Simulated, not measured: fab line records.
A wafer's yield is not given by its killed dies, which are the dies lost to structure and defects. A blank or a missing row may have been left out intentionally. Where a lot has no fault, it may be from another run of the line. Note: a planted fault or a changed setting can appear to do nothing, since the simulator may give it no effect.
Which tool was responsible? | flow gf180mcu | route of 602 steps, sampled at 1 step: 6 lots, 18 wafers

== WHAT THE GAUGES SHOWED, per wafer ==
GF_VT_IMPLANT_OVL_MEAS_29.
lot  | measured     | on         | VT_IMPLANT_02_OVL (nm)
L146 | day 7 05:04  | overlay-02 | 1.1 -0.1 -1.6
L149 | day 8 05:17  | overlay-01 | -0.8 -0.8 0.5
L152 | day 9 02:44  | overlay-02 | 0.3 1.1 -0.2
L155 | day 9 12:59  | overlay-01 | -1.0 -0.8 -1.1
L162 | day 11 11:07 | overlay-01 | -1.1 -0.7 -0.7
L167 | day 12 21:55 | overlay-01 | -0.3 -0.3 -0.8

== WHAT TOOL EACH LOT RAN ON (gives the tool, then ch and the chambers of the sampled wafers, and finally the start) ==
There is no process step in the record ahead of these readings.

== THE ANSWER, worked out from the rows above alone ==
Rule: what is usual is taken from the lots themselves. The widest of any qualifying gaps counts: lots, ordered by their means at a reading, are off when they make up no more than a third of the lots, leave a main group of 4 or more, and stand apart from it by 3 or more times the standard deviation of that group's means. The tables above print the reading to a certain number of digits; a main group whose means all agree to those digits is not used. A lot without any number at a reading at which 4 lots or more have one is off too. Any other lot the step has rows for is counted as sound.
No lot is off at any reading shown: from this, nothing can be told.

== WHAT WAS PUT IN BY THE SIMULATOR ==
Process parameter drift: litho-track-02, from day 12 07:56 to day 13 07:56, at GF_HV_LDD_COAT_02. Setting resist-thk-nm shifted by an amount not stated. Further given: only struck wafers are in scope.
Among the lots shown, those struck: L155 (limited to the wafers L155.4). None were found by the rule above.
